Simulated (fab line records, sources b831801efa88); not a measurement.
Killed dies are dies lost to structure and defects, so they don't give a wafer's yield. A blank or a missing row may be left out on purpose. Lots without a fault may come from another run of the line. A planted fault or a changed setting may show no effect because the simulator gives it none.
fab line records | flow sky130
record lots=5 wafers=15 last_day=49
route steps=708 shown SD_N@355 SD_P@359 RES_XHIGH@360 SALICIDE@361 LI_CONTACT@362 LOCAL_INTERCONNECT@387
lots that met no fault: from a run of the same line without faults
start_h: hours from the record's first day to the start of the lot's first wafer shown | wait_h: hours since the lot's step before | " the same as in the row above | L1.1+2: a row that stands for several wafers | - no value, or no start given | * or withheld: withheld | < > ~ a bound
route shown NAME@n: a module of which the file shows steps, and the number in the route of the first | usual: mean/standard deviation of fault-free wafers | same: alike in all rows | chamber/n: place in a boat | sites: the reading at each site | _std_site: their standard deviation | _edge_site: outer sites' mean less inner sites' | radius_mm: how far each site lies from the wafer's centre | mask NAME#n: copy n | behind: the tool/chamber that last shaped the wafer | hold: why the lot was held/for how many hours/how that ended | device: the transistor (n, p or np) that didn't switch | end of line: the same wafers' tests at the end of the route | a step without rows: its recipe alone | killed: dies lost to structure and defects at the first sort, not the wafer's yield | map: a wafer's dies, x killed, . not, _ none there
set.NAME: the setting as run; set.NAME@STEP: as run at that earlier step | model.NAME: the simulator's own value behind a step, which no gauge read
lots at some steps of the route; a table a step, a row a wafer
services: from which hour (start_h, from the record's first day; less than 0 if before it) a tool's chamber was out of use, for how many hours, and why
## steps
# step SKY_SD_N_CLEAN_13
# recipe chemistry=SC1/SC2 mix=1:4:20 temp_c=70 time_s=150 dry=n2_spin
# columns lot.wafer tool chamber start_h wait_h
L074.1+5+6 wet_bench-02 1 665.67 0.1
L079.1+4+5 wet_bench-02 0 693.64 0.1
L085.3+4+6 wet_bench-04 3 740.08 0.0
L088.1+3+5 wet_bench-02 0 767.53 0.1
L090.2+3+4 wet_bench-04 2 786.44 0.0
# step SKY_SD_N_RTA_14
# recipe temp_c=1075 time_s=2 idle_temp_c=650 ramp_up_c_per_s=150 ramp_down_c_per_s=90 ambient=N2
# usual anneal_temp_c_max=1079.2/1.3 lamp_power_pct=15.73/0.056 wafer_temp_C_max=1078.3/1.4
# columns lot.wafer tool chamber start_h wait_h anneal_temp_c_max lamp_power_pct wafer_temp_C_max
L074.1 rtp_anneal-02 0 665.72 0.0 1078.6 15.79 1078.2
L074.5 " 0 " " 1077.8 15.73 1077.9
L074.6 " 0 " " 1077.0 15.70 1077.5
L079.1 rtp_anneal-02 0 693.74 0.0 1078.0 15.69 1080.1
L079.4 " 0 " " 1077.5 15.76 1081.8
L079.5 " 0 " " 1078.0 15.69 1079.3
L085.3 rtp_anneal-02 0 740.16 0.0 1078.4 15.70 1077.5
L085.4 " 0 " " 1078.8 15.81 1077.5
L085.6 " 0 " " 1078.6 15.73 1075.6
L088.1 rtp_anneal-01 0 767.58 0.0 1080.9 15.68 1079.9
L088.3 " 0 " " 1079.7 15.71 1076.5
L088.5 " 0 " " 1079.2 15.81 1077.4
L090.2 rtp_anneal-01 0 786.50 0.0 1080.9 15.71 1081.9
L090.3 " 0 " " 1079.6 15.77 1077.2
L090.4 " 0 " " 1079.5 15.78 1076.1
# step SKY_SD_N_RS_MEAS_16
# recipe thk_meas_gauge=four-point-probe
# usual SD_N_RS=68.54/0.11
# columns lot.wafer tool chamber start_h wait_h SD_N_RS[ohm/sq]
L074.1 film_metro-02 - 665.95 0.1 68.42
L074.5 " - " " 68.38
L074.6 " - " " 68.61
L079.1 film_metro-02 - 693.91 0.1 68.36
L079.4 " - " " 68.39
L079.5 " - " " 68.51
L085.3 film_metro-01 - 740.35 0.1 68.55
L085.4 " - " " 68.51
L085.6 " - " " 68.48
L088.1 film_metro-02 - 767.76 0.1 68.43
L088.3 " - " " 68.47
L088.5 " - " " 68.56
L090.2 film_metro-02 - 786.69 0.1 68.71
L090.3 " - " " 68.73
L090.4 " - " " 68.56
# step SKY_SD_N_RS_MEAS_17
# recipe thk_meas_gauge=four-point-probe
# usual SD_P_RS=147.1/0.3
# columns lot.wafer tool chamber start_h wait_h SD_P_RS[ohm/sq]
L074.1 film_metro-02 - 666.07 0.1 147.3
L074.5 " - " " 147.0
L074.6 " - " " 147.0
L079.1 film_metro-02 - 694.03 0.1 146.7
L079.4 " - " " 146.8
L079.5 " - " " 147.1
L085.3 film_metro-01 - 740.47 0.1 147.3
L085.4 " - " " 146.8
L085.6 " - " " 147.2
L088.1 film_metro-02 - 767.88 0.1 147.0
L088.3 " - " " 147.1
L088.5 " - " " 146.7
L090.2 film_metro-02 - 786.81 0.1 147.2
L090.3 " - " " 147.6
L090.4 " - " " 147.2
# step SKY_SD_N_RS_MEAS_18
# recipe thk_meas_gauge=four-point-probe
# usual RES_XHIGH_RS=333.2/1.3
# columns lot.wafer tool chamber start_h wait_h RES_XHIGH_RS[ohm/sq]
L074.1 film_metro-02 - 666.19 0.1 333.9
L074.5 " - " " 335.0
L074.6 " - " " 334.6
L079.1 film_metro-02 - 694.15 0.1 332.1
L079.4 " - " " 333.4
L079.5 " - " " 332.9
L085.3 film_metro-01 - 740.59 0.1 333.7
L085.4 " - " " 334.1
L085.6 " - " " 333.8
L088.1 film_metro-02 - 768.00 0.1 332.2
L088.3 " - " " 331.7
L088.5 " - " " 333.2
L090.2 film_metro-02 - 786.93 0.1 334.4
L090.3 " - " " 333.7
L090.4 " - " " 333.4
# step SKY_SALICIDE_CLEAN_00
# recipe chemistry=HF-last time_s=30 dilution=100:1 dry=ipa_marangoni
# columns lot.wafer tool chamber start_h wait_h
L074.1+5+6 wet_bench-03 3 666.31 0.1
L079.1+4+5 wet_bench-03 2 694.27 0.1
L085.3+4+6 wet_bench-02 2 740.67 0.1
L088.1+3+5 wet_bench-03 0 768.12 0.1
L090.2+3+4 wet_bench-04 3 787.03 0.1
# step SKY_LI_CONTACT_HDPCVD_00
# recipe material=PSG target_thk_nm=930 sigma_open_frac=0.3 time_s=155 temp_c=600 sih4_flow_sccm=60 pressure_mtorr=6
# columns lot.wafer tool chamber start_h wait_h
L074.1+5+6 hdpcvd-02 0,0,2 666.32 0.0
L079.1+4+5 hdpcvd-02 0,0,1 694.29 0.0
L085.3+4+6 hdpcvd-02 0,0,2 740.69 0.0
L088.1+3+5 hdpcvd-01 0,2,0 768.14 0.0
L090.2+3+4 hdpcvd-01 0,1,1 787.04 0.0
# step SKY_LI_CONTACT_THK_MEAS_01
# recipe reads=PSG_of_LI_CONTACT_HDPCVD_00
# usual LI_CONTACT_HDPCVD_THK=931/9.3
# columns lot.wafer tool chamber start_h wait_h LI_CONTACT_HDPCVD_THK[nm]
L074.1 film_metro-02 - 666.43 0.1 933
L074.5 " - " " 934
L074.6 " - " " 934
L079.1 film_metro-03 - 694.39 0.1 944
L079.4 " - " " 946
L079.5 " - " " 933
L085.3 film_metro-03 - 740.81 0.1 927
L085.4 " - " " 915
L085.6 " - " " 913
L088.1 film_metro-03 - 768.24 0.1 949
L088.3 " - " " 925
L088.5 " - " " 927
L090.2 film_metro-02 - 787.16 0.1 940
L090.3 " - " " 943
L090.4 " - " " 943
# step SKY_LI_CONTACT_CMP_02
# recipe material=PSG down_force_psi=4 platen_rpm=60 pad_velocity_m_s=0.94248
# usual motor_current_A=12.2/1.1 retaining_ring_pressure_frac=1.000/0.0052 time_to_endpoint_s=32.7/2.4
# columns lot.wafer tool chamber start_h wait_h motor_current_A retaining_ring_pressure_frac time_to_endpoint_s
L074.1 cmp-01 0 666.64 0.2 12.6 1.004 29.2
L074.5 " 1 " " 13.0 1.007 35.6
L074.6 " 2 " " 12.2 1.001 33.1
L079.1 cmp-01 3 694.51 0.1 12.8 1.000 33.1
L079.4 " 1 " " 12.5 0.996 36.4
L079.5 " 2 " " 11.6 0.993 35.6
L085.3 cmp-02 0 740.85 0.0 10.1 1.003 30.3
L085.4 " 1 " " 14.5 1.001 29.5
L085.6 " 1 " " 15.0 0.997 27.6
L088.3 cmp-02 1 768.40 0.1 15.0 0.996 30.0
L088.1 " 2 " " 12.9 0.998 33.9
L088.5 " 3 " " 12.5 0.998 30.7
L090.3 cmp-02 3 787.21 0.0 12.1 0.988 36.5
L090.2 " 0 " " 10.1 1.002 34.0
L090.4 " 2 " " 13.6 1.000 35.2
# step SKY_LI_CONTACT_BOW_MEAS_03
# recipe mode=bow
# usual LI_CONTACT_BOW=56/7
# columns lot.wafer tool chamber start_h wait_h LI_CONTACT_BOW[um]
L074.1 film_metro-02 - 666.79 0.1 62
L074.5 " - " " 46
L074.6 " - " " 59
L079.1 film_metro-03 - 694.77 0.2 54
L079.4 " - " " 51
L079.5 " - " " 48
L085.3 film_metro-02 - 741.19 0.3 55
L085.4 " - " " 55
L085.6 " - " " 53
L088.1 film_metro-01 - 768.60 0.1 40
L088.3 " - " " 57
L088.5 " - " " 58
L090.2 film_metro-03 - 787.53 0.2 58
L090.3 " - " " 68
L090.4 " - " " 61
# step SKY_LI_CONTACT_DEHYDRATE_04
# recipe temp_c=200 time_s=60
# usual chill_plate_temp_C=23.02/0.097
# columns lot.wafer tool chamber start_h wait_h chill_plate_temp_C
L074.1 litho_track-03 0 680.18 13.4 23.16
L074.5 " 0 " " 23.03
L074.6 " 0 " " 23.30
L079.1 litho_track-03 0 707.83 13.0 23.02
L079.4 " 0 " " 22.90
L079.5 " 0 " " 23.00
L085.3 litho_track-04 0 754.57 13.4 22.93
L085.4 " 0 " " 23.04
L085.6 " 0 " " 23.01
L088.1 litho_track-01 0 781.67 13.0 23.05
L088.3 " 0 " " 23.06
L088.5 " 0 " " 23.36
L090.2 litho_track-04 0 799.65 12.1 23.00
L090.3 " 0 " " 23.08
L090.4 " 0 " " 23.09
# step SKY_LI_CONTACT_HMDS_05
# recipe prime_time_s=60 prime_temp_c=120
# usual chill_plate_temp_C=23.01/0.11
# columns lot.wafer tool chamber start_h wait_h chill_plate_temp_C
L074.1 litho_track-03 0 680.33 0.1 22.69
L074.5 " 0 " " 22.87
L074.6 " 0 " " 22.95
L079.1 litho_track-03 0 707.98 0.1 22.99
L079.4 " 0 " " 22.88
L079.5 " 0 " " 23.08
L085.3 litho_track-04 0 754.72 0.1 23.18
L085.4 " 0 " " 23.30
L085.6 " 0 " " 23.22
L088.1 litho_track-01 0 781.82 0.1 22.97
L088.3 " 0 " " 22.93
L088.5 " 0 " " 22.89
L090.2 litho_track-04 0 799.80 0.1 23.26
L090.3 " 0 " " 23.09
L090.4 " 0 " " 23.09
# step SKY_LI_CONTACT_COAT_06
# recipe resist=BARC temp_c=withheld time_s=withheld spin_rpm=3000 resist_thk_nm=60
# usual chill_plate_temp_C=*
# columns lot.wafer tool chamber start_h wait_h chill_plate_temp_C
L074.1 litho_track-03 0 680.48 0.1 *
L074.5 " 0 " " *
L074.6 " 0 " " *
L079.1 litho_track-03 0 708.13 0.1 *
L079.4 " 0 " " *
L079.5 " 0 " " *
L085.3 litho_track-04 0 754.87 0.1 *
L085.4 " 0 " " *
L085.6 " 0 " " *
L088.1 litho_track-01 0 781.97 0.1 *
L088.3 " 0 " " *
L088.5 " 0 " " *
L090.2 litho_track-04 0 799.95 0.1 *
L090.3 " 0 " " *
L090.4 " 0 " " *
# step SKY_LI_CONTACT_COAT_07
# recipe resist=KrF-thick spin_rpm=3000 resist_thk_nm=450
# usual chill_plate_temp_C=23.03/0.11
# columns lot.wafer tool chamber start_h wait_h chill_plate_temp_C
L074.1 litho_track-03 0 - - 23.03
L074.5 " 0 " " 23.04
L074.6 " 0 " " 22.96
L079.1 litho_track-03 0 - - 23.16
L079.4 " 0 " " 23.14
L079.5 " 0 " " 23.11
L085.3 litho_track-04 0 - - 23.05
L085.4 " 0 " " 23.11
L085.6 " 0 " " 23.21
L088.1 litho_track-01 0 - - 23.08
L088.3 " 0 " " 22.95
L088.5 " 0 " " 23.07
L090.2 litho_track-04 0 - - 23.02
L090.3 " 0 " " 22.99
L090.4 " 0 " " 22.92
# step SKY_LI_CONTACT_SOFTBAKE_08
# recipe temp_c=100 time_s=90 resist=KrF-thick
# usual chill_plate_temp_C=22.96/0.11
# columns lot.wafer tool chamber start_h wait_h chill_plate_temp_C
L074.1 litho_track-03 0 - - 22.94
L074.5 " 0 " " 22.85
L074.6 " 0 " " 22.99
L079.1 litho_track-03 0 - - 23.18
L079.4 " 0 " " 23.10
L079.5 " 0 " " 23.04
L085.3 litho_track-04 0 - - 22.99
L085.4 " 0 " " 22.95
L085.6 " 0 " " 23.02
L088.1 litho_track-01 0 - - 22.94
L088.3 " 0 " " 22.76
L088.5 " 0 " " 22.94
L090.2 litho_track-04 0 - - 22.90
L090.3 " 0 " " 22.72
L090.4 " 0 " " 22.85
# step SKY_LI_CONTACT_EXPOSE_09
# recipe mask_id=LICM1 na=0.8 source_shape=annular sigma_inner=0.55 sigma_outer=0.85 target_cd_nm=170 dose_mj=38
# columns lot.wafer tool chamber start_h wait_h mask
L074.1+5+6 krf_scanner-01 0 - - LICM1#0
L079.1+4+5 krf_scanner-02 0 - - LICM1#0
L085.3+4+6 krf_scanner-01 0 - - LICM1#0
L088.1+3+5 krf_scanner-01 0 - - LICM1#0
L090.2+3+4 krf_scanner-02 0 - - LICM1#0
# step SKY_LI_CONTACT_PEB_10
# recipe peb_temp_c=withheld peb_time_s=withheld resist=KrF-thick
# usual chill_plate_temp_C=*
# columns lot.wafer tool chamber start_h wait_h chill_plate_temp_C
L074.1 litho_track-04 0 - - *
L074.5 " 0 " " *
L074.6 " 0 " " *
L079.1 litho_track-04 0 - - *
L079.4 " 0 " " *
L079.5 " 0 " " *
L085.3 litho_track-01 0 - - *
L085.4 " 0 " " *
L085.6 " 0 " " *
L088.1 litho_track-01 0 - - *
L088.3 " 0 " " *
L088.5 " 0 " " *
L090.2 litho_track-01 0 - - *
L090.3 " 0 " " *
L090.4 " 0 " " *
# step SKY_LI_CONTACT_DEVELOP_11
# recipe develop_time_s=60 resist=KrF-thick dev_temp_c=21
# usual chill_plate_temp_C=22.98/0.098
# columns lot.wafer tool chamber start_h wait_h chill_plate_temp_C
L074.1 litho_track-04 0 - - 22.98
L074.5 " 0 " " 23.02
L074.6 " 0 " " 23.12
L079.1 litho_track-04 0 - - 22.90
L079.4 " 0 " " 22.88
L079.5 " 0 " " 22.91
L085.3 litho_track-01 0 - - 23.10
L085.4 " 0 " " 23.07
L085.6 " 0 " " 23.10
L088.1 litho_track-01 0 - - 22.99
L088.3 " 0 " " 23.20
L088.5 " 0 " " 23.11
L090.2 litho_track-01 0 - - 23.06
L090.3 " 0 " " 22.93
L090.4 " 0 " " 23.17
# step SKY_LI_CONTACT_CD_MEAS_12
# recipe target_cd_nm=170
# usual cd_nm=170.1/1.3
# columns lot.wafer tool chamber start_h wait_h cd_nm
L074.1 cd_sem-01 - 695.12 - 170.2
L074.5 " - " " 169.9
L074.6 " - " " 169.1
L079.1 cd_sem-02 - 722.79 - 172.4
L079.4 " - " " 171.1
L079.5 " - " " 170.0
L085.3 cd_sem-02 - 768.01 - 171.9
L085.4 " - " " 171.5
L085.6 " - " " 172.1
L088.1 cd_sem-01 - 794.92 - 171.9
L088.3 " - " " 171.6
L088.5 " - " " 171.2
L090.2 cd_sem-02 - 813.49 - 169.3
L090.3 " - " " 167.9
L090.4 " - " " 167.3
# step SKY_LI_CONTACT_OVL_MEAS_13
# usual LI_CONTACT_OVL=-3/5.1
# columns lot.wafer tool chamber start_h wait_h LI_CONTACT_OVL[nm]
L074.1 overlay-02 - 695.27 0.1 12
L074.5 " - " " 14
L074.6 " - " " 2
L079.1 overlay-02 - 722.91 0.1 -1
L079.4 " - " " -5
L079.5 " - " " -10
L085.3 overlay-01 - 768.10 0.1 3
L085.4 " - " " 0
L085.6 " - " " 3
L088.1 overlay-02 - 795.04 0.1 -9
L088.3 " - " " -12
L088.5 " - " " -7
L090.2 overlay-02 - 813.59 0.1 -4
L090.3 " - " " -1
L090.4 " - " " -6
# step SKY_LI_CONTACT_ETCH_14
# recipe chemistry=N2/H2 target=BARC ion_energy_ev=200 source_w=500 bias_w=100 pressure_mtorr=30 n2_flow_sccm=100 h2_flow_sccm=200 stop_on=SiO2 time_s=45.9 target_depth_a=600
# usual drypump_motor_current_A=5.9/0.53 oes_product_au=0.855/0.005 throttle_valve_pct=13.225/0.0098
# columns lot.wafer tool chamber start_h wait_h drypump_motor_current_A oes_product_au rf_hours_counter_h throttle_valve_pct
L074.1 rie_diel-02 3 695.30 0.0 6.2 0.858 8 13.222
L074.5 " 1 " " 6.6 0.849 - 13.220
L074.6 " 2 " " 5.9 0.845 - 13.199
L079.1 rie_diel-03 2 722.94 0.0 6.0 0.858 3 13.220
L079.4 " 1 " " 4.9 0.844 16 13.232
L079.5 " 1 " " 5.0 0.851 - 13.243
L085.3 rie_diel-03 0 768.12 0.0 5.8 0.853 16 13.219
L085.4 " 2 " " 6.0 0.852 4 13.234
L085.6 " 2 " " 6.0 0.856 - 13.228
L088.1 rie_diel-01 3 795.07 0.0 5.1 0.860 18 13.245
L088.3 " 2 " " 5.3 0.868 9 13.243
L088.5 " 2 " " 5.3 0.858 - 13.241
L090.2 rie_diel-03 0 813.62 0.0 5.8 0.861 17 13.203
L090.3 " 3 " " 6.5 0.852 8 13.232
L090.4 " 0 " " 5.8 0.851 - 13.224
# step SKY_LI_CONTACT_ETCH_15
# recipe target=PSG chemistry=C4F8/O2/Ar stop_on=Si taper_deg=4.15 mask_material=KrF-thick source_w=1500 bias_w=1200 pressure_mtorr=40 c4f8_flow_sccm=withheld O2_flow_sccm=6 Ar_flow_sccm=300 time_s=withheld target_depth_a=6000
# usual oes_product_au=0.837/0.0044
# columns lot.wafer tool chamber start_h wait_h oes_product_au
L074.1 rie_diel-02 3 695.35 0.0 0.839
L074.5 " 1 " " 0.844
L074.6 " 2 " " 0.838
L079.1 rie_diel-03 2 722.99 0.0 0.832
L079.4 " 1 " " 0.833
L079.5 " 1 " " 0.833
L085.3 rie_diel-03 0 768.17 0.0 0.833
L085.4 " 2 " " 0.839
L085.6 " 2 " " 0.836
L088.1 rie_diel-01 3 795.12 0.0 0.838
L088.3 " 2 " " 0.841
L088.5 " 2 " " 0.843
L090.2 rie_diel-03 0 813.67 0.0 0.834
L090.3 " 3 " " 0.839
L090.4 " 0 " " 0.840
# step SKY_LI_CONTACT_STRIP_16
# recipe chemistry=O2/N2 power_w=1400 pressure_mtorr=1500 platen_temp_c=withheld o2_flow_sccm=3000 n2_flow_sccm=300 overash_fraction=0.5
# usual drypump_motor_current_A=5.67/0.17 oes_product_au=0.375/0.0049 strip_time_to_endpoint_s=3.483/0.027
# columns lot.wafer tool chamber start_h wait_h drypump_motor_current_A oes_product_au rf_hours_counter_h strip_time_to_endpoint_s
L074.1 plasma_asher-03 1 695.43 - 5.41 0.370 101 3.460
L074.5 " 1 " " 5.44 0.380 - 3.469
L074.6 " 0 " " 5.81 0.371 - 3.487
L079.1 plasma_asher-04 1 723.07 - 5.88 0.383 88 3.455
L079.4 " 1 " " 5.89 0.367 - 3.509
L079.5 " 0 " " 5.75 0.379 - 3.524
L085.3 plasma_asher-01 0 768.29 - 5.49 0.379 - 3.497
L085.4 " 1 " " 5.75 0.375 - 3.505
L085.6 " 0 " " 5.50 0.363 - 3.484
L088.1 plasma_asher-04 1 795.20 - 5.86 0.375 96 3.440
L088.3 " 0 " " 5.77 0.377 - 3.434
L088.5 " 0 " " 5.74 0.377 - 3.433
L090.2 plasma_asher-04 1 813.75 - 5.86 0.371 97 3.527
L090.3 " 1 " " 5.84 0.374 - 3.513
L090.4 " 0 " " 5.75 0.382 - 3.518
# step SKY_LI_CONTACT_CLEAN_17
# recipe chemistry=NMP time_s=600 temp_c=60 dry=n2_spin
# columns lot.wafer tool chamber start_h wait_h
L074.1+5+6 wet_bench-01 0 695.53 0.1
L079.1+4+5 wet_bench-04 1 723.17 0.1
L085.3+4+6 wet_bench-03 1 768.35 0.0
L088.1+3+5 wet_bench-03 0 795.30 0.1
L090.2+3+4 wet_bench-01 3 813.85 0.1
# step SKY_LI_CONTACT_PRE_CLEAN_18
# recipe gas=Ar time_s=5.6 bias_v=358
# usual bias_v=358/3.6
# columns lot.wafer tool chamber start_h wait_h bias_v
L074.1 pvd_sputter-04 - 695.72 0.0 353
L074.5 " - " " 361
L074.6 " - " " 360
L079.1 pvd_sputter-04 - 723.36 0.0 356
L079.4 " - " " 358
L079.5 " - " " 362
L085.3 pvd_sputter-02 - 768.54 0.0 355
L085.4 " - " " 362
L085.6 " - " " 362
L088.1 pvd_sputter-01 - 795.48 0.0 360
L088.3 " - " " 360
L088.5 " - " " 354
L090.2 pvd_sputter-02 - 814.03 0.0 360
L090.3 " - " " 356
L090.4 " - " " 360
# step SKY_LI_CONTACT_SPUTTER_19
# recipe material=Ti target_thk_nm=20 chamber_pressure_pa=5 power_w=2500 substrate_temp_c=200 time_s=106.37
# usual substrate_temp_c=199.99/0.16 throttle_valve_pct=30.2/0.8
# columns lot.wafer tool chamber start_h wait_h substrate_temp_c throttle_valve_pct
L074.1 pvd_sputter-04 - 695.74 0.0 199.90 31.5
L074.5 " - " " 200.04 30.4
L074.6 " - " " 200.11 30.2
L079.1 pvd_sputter-04 - 723.38 0.0 199.68 31.7
L079.4 " - " " 200.20 30.1
L079.5 " - " " 200.24 29.9
L085.3 pvd_sputter-02 - 768.56 0.0 199.89 29.7
L085.4 " - " " 200.27 28.9
L085.6 " - " " 199.81 29.3
L088.1 pvd_sputter-01 - 795.50 0.0 199.94 29.9
L088.3 " - " " 200.06 29.7
L088.5 " - " " 199.95 30.8
L090.2 pvd_sputter-02 - 814.05 0.0 199.99 29.2
L090.3 " - " " 199.86 29.9
L090.4 " - " " 200.17 28.8
# step SKY_LI_CONTACT_SPUTTER_20
# recipe material=TiN target_thk_nm=20 chamber_pressure_pa=5 power_w=4000 time_s=80
# usual throttle_valve_pct=30.2/0.83
# columns lot.wafer tool chamber start_h wait_h throttle_valve_pct
L074.1 pvd_sputter-04 - 695.82 0.0 31.8
L074.5 " - " " 30.0
L074.6 " - " " 29.9
L079.1 pvd_sputter-04 - 723.46 0.0 31.7
L079.4 " - " " 30.3
L079.5 " - " " 30.0
L085.3 pvd_sputter-02 - 768.64 0.0 29.9
L085.4 " - " " 29.4
L085.6 " - " " 29.3
L088.1 pvd_sputter-01 - 795.57 0.0 29.7
L088.3 " - " " 29.6
L088.5 " - " " 30.9
L090.2 pvd_sputter-02 - 814.12 0.0 29.4
L090.3 " - " " 29.7
L090.4 " - " " 29.4
# step SKY_LI_CONTACT_CVD_21
# recipe material=W target_thk_nm=400 time_s=120.56 temp_c=400 pressure_torr=40
# usual chamber_pressure_Torr=40.00/0.087 heater_power_w=824/78
# columns lot.wafer tool chamber start_h wait_h chamber_pressure_Torr heater_power_w
L074.1 cvd_w-02 0 695.88 0.0 39.90 702
L074.5 " 0 " " 39.94 713
L074.6 " 1 " " 40.06 771
L079.1 cvd_w-01 1 723.52 0.0 39.92 913
L079.4 " 0 " " 39.95 871
L079.5 " 1 " " 40.00 882
L085.3 cvd_w-01 0 768.74 0.1 39.79 873
L085.4 " 1 " " 39.98 914
L085.6 " 0 " " 40.06 870
L088.1 cvd_w-01 0 795.63 0.0 40.04 858
L088.3 " 1 " " 39.99 899
L088.5 " 0 " " 39.94 847
L090.2 cvd_w-01 0 814.18 0.0 39.91 877
L090.3 " 0 " " 39.92 857
L090.4 " 1 " " 39.92 926
# step SKY_LI_CONTACT_RS_MEAS_22
# recipe thk_meas_gauge=four-point-probe reads=W_of_LI_CONTACT_CVD_21+TiN_of_LI_CONTACT_SPUTTER_20+Ti_of_LI_CONTACT_SPUTTER_19
# usual LI_CONTACT_W_RS=0.2865/0.0029
# columns lot.wafer tool chamber start_h wait_h LI_CONTACT_W_RS[ohm/sq]
L074.1 film_metro-01 - 696.00 0.1 0.2958
L074.5 " - " " 0.2944
L074.6 " - " " 0.2901
L079.1 film_metro-01 - 723.65 0.1 0.2861
L079.4 " - " " 0.2826
L079.5 " - " " 0.2812
L085.3 film_metro-02 - 768.87 0.1 0.2889
L085.4 " - " " 0.2854
L085.6 " - " " 0.2901
L088.1 film_metro-02 - 795.76 0.1 0.2910
L088.3 " - " " 0.2855
L088.5 " - " " 0.2871
L090.2 film_metro-01 - 814.33 0.1 0.2863
L090.3 " - " " 0.2886
L090.4 " - " " 0.2836
# step SKY_LI_CONTACT_THK_MEAS_23
# recipe thk_meas_gauge=xrf reads=W_of_LI_CONTACT_CVD_21
# usual LI_CONTACT_W_THK=395/6.8
# columns lot.wafer tool chamber start_h wait_h LI_CONTACT_W_THK[nm]
L074.1 film_metro-01 - 696.12 0.1 380
L074.5 " - " " 376
L074.6 " - " " 383
L079.1 film_metro-01 - 723.77 0.1 394
L079.4 " - " " 400
L079.5 " - " " 398
L085.3 film_metro-02 - 768.97 0.1 397
L085.4 " - " " 404
L085.6 " - " " 398
L088.1 film_metro-02 - 795.88 0.1 394
L088.3 " - " " 400
L088.5 " - " " 395
L090.2 film_metro-01 - 814.44 0.1 391
L090.3 " - " " 388
L090.4 " - " " 391
# step SKY_LI_CONTACT_CMP_24
# recipe stop_on=PSG t_overpolish_s=20 down_force_psi=3.5 platen_rpm=60 target_thk_nm=0 pad_velocity_m_s=0.94248
# usual motor_current_A=11.3/1 overpolish_run_s=20.001/0.0088 retaining_ring_pressure_frac=1.000/0.0049 time_to_endpoint_s=96/3.2
# columns lot.wafer tool chamber start_h wait_h motor_current_A overpolish_run_s retaining_ring_pressure_frac time_to_endpoint_s
L074.1 cmp-01 2 696.35 0.2 10.0 19.990 0.999 97
L074.5 " 1 " " 11.5 20.002 1.005 97
L074.6 " 2 " " 10.3 20.005 0.997 100
L079.4 cmp-02 2 723.88 0.1 12.6 19.992 1.000 94
L079.1 " 0 " " 9.5 19.999 1.007 96
L079.5 " 2 " " 12.6 20.002 0.997 94
L085.4 cmp-02 0 769.11 0.1 9.0 19.999 1.003 98
L085.3 " 1 " " 13.3 20.005 0.997 94
L085.6 " 2 " " 12.3 19.992 0.998 92
L088.1 cmp-01 2 795.94 0.1 10.5 20.004 0.995 98
L088.3 " 0 " " 10.8 19.984 0.994 94
L088.5 " 2 " " 10.5 20.006 0.994 100
L090.4 cmp-02 1 814.49 0.0 13.1 19.986 0.993 92
L090.3 " 3 " " 11.3 20.007 0.997 93
L090.2 " 0 " " 9.5 20.011 1.009 96
# step SKY_LOCAL_INTERCONNECT_SPUTTER_00
# recipe material=TiN target_thk_nm=100 temp_c=300 power_w=6500 time_s=83.3 chamber_pressure_pa=0.4
# usual substrate_temp_c=299.99/0.2 throttle_valve_pct=30.2/0.68
# columns lot.wafer tool chamber start_h wait_h substrate_temp_c throttle_valve_pct
L074.1 pvd_sputter-01 - 696.62 0.2 299.74 29.7
L074.5 " - " " 299.77 31.0
L074.6 " - " " 300.19 29.8
L079.1 pvd_sputter-02 - 724.13 0.1 300.12 29.5
L079.4 " - " " 300.01 31.5
L079.5 " - " " 299.80 29.2
L085.3 pvd_sputter-01 - 769.31 0.1 300.14 30.9
L085.4 " - " " 300.14 30.0
L085.6 " - " " 299.82 29.9
L088.1 pvd_sputter-02 - 796.24 0.2 299.83 30.1
L088.3 " - " " 299.96 31.4
L088.5 " - " " 299.91 29.4
L090.2 pvd_sputter-01 - 814.79 0.1 299.75 30.8
L090.3 " - " " 300.42 31.0
L090.4 " - " " 300.01 30.0
# step SKY_LOCAL_INTERCONNECT_RS_MEAS_01
# recipe thk_meas_gauge=four-point-probe reads=TiN_of_LOCAL_INTERCONNECT_SPUTTER_00
# usual LOCAL_INTERCONNECT_TIN_RS=14.15/0.13
# columns lot.wafer tool chamber start_h wait_h LOCAL_INTERCONNECT_TIN_RS[ohm/sq]
L074.1 film_metro-02 - 696.68 0.0 14.02
L074.5 " - " " 14.05
L074.6 " - " " 14.04
L079.1 film_metro-04 - 724.19 0.0 14.10
L079.4 " - " " 14.05
L079.5 " - " " 13.99
L085.3 film_metro-04 - 769.41 0.1 14.22
L085.4 " - " " 14.16
L085.6 " - " " 14.21
L088.1 film_metro-01 - 796.30 0.0 14.06
L088.3 " - " " 14.11
L088.5 " - " " 13.95
L090.2 film_metro-02 - 814.87 0.1 14.12
L090.3 " - " " 14.25
L090.4 " - " " 14.28
# step SKY_LOCAL_INTERCONNECT_THK_MEAS_02
# recipe thk_meas_gauge=xrf reads=TiN_of_LOCAL_INTERCONNECT_SPUTTER_00
# usual LOCAL_INTERCONNECT_TIN_THK=99.6/0.96
# columns lot.wafer tool chamber start_h wait_h LOCAL_INTERCONNECT_TIN_THK[nm]
L074.1 film_metro-02 - 696.80 0.1 100.5
L074.5 " - " " 99.4
L074.6 " - " " 99.9
L079.1 film_metro-04 - 724.31 0.1 100.9
L079.4 " - " " 100.4
L079.5 " - " " 101.2
L085.3 film_metro-04 - 769.51 0.1 98.8
L085.4 " - " " 99.5
L085.6 " - " " 99.0
L088.1 film_metro-01 - 796.42 0.1 100.8
L088.3 " - " " 99.8
L088.5 " - " " 101.7
L090.2 film_metro-02 - 814.98 0.1 99.7
L090.3 " - " " 98.8
L090.4 " - " " 98.9
## services
# columns tool chamber start_h hours kind
pvd_sputter-01 - 646.58 1.0 repair
cmp-01 - 650.30 0.8 repair
cmp-01 - 673.88 2.6 repair
cmp-02 - 685.62 4.6 pm
cmp-02 - 690.23 15.8 pm
wet_bench-02 - 697.14 6.1 repair
cvd_w-01 - 703.75 0.8 repair
cmp-02 - 706.75 5.2 repair
cmp-02 - 707.29 1.0 repair
pvd_sputter-02 - 708.55 1.4 repair
cmp-01 - 712.02 1.1 repair
cmp-02 - 712.35 2.3 repair
pvd_sputter-01 - 715.45 3.6 repair
rie_diel-03 - 731.01 0.2 repair
cmp-02 - 744.00 4.0 pm
rie_diel-03 - 760.06 0.3 repair
cmp-01 - 764.36 0.8 repair
pvd_sputter-02 - 768.86 9.1 repair
pvd_sputter-04 - 770.27 6.0 repair
cmp-01 - 784.77 2.9 repair
cmp-02 - 787.81 5.6 pm
pvd_sputter-04 - 791.63 6.7 repair
cvd_w-01 1 791.64 3.2 repair
rie_diel-03 2 810.70 8.7 repair
## key
fault none
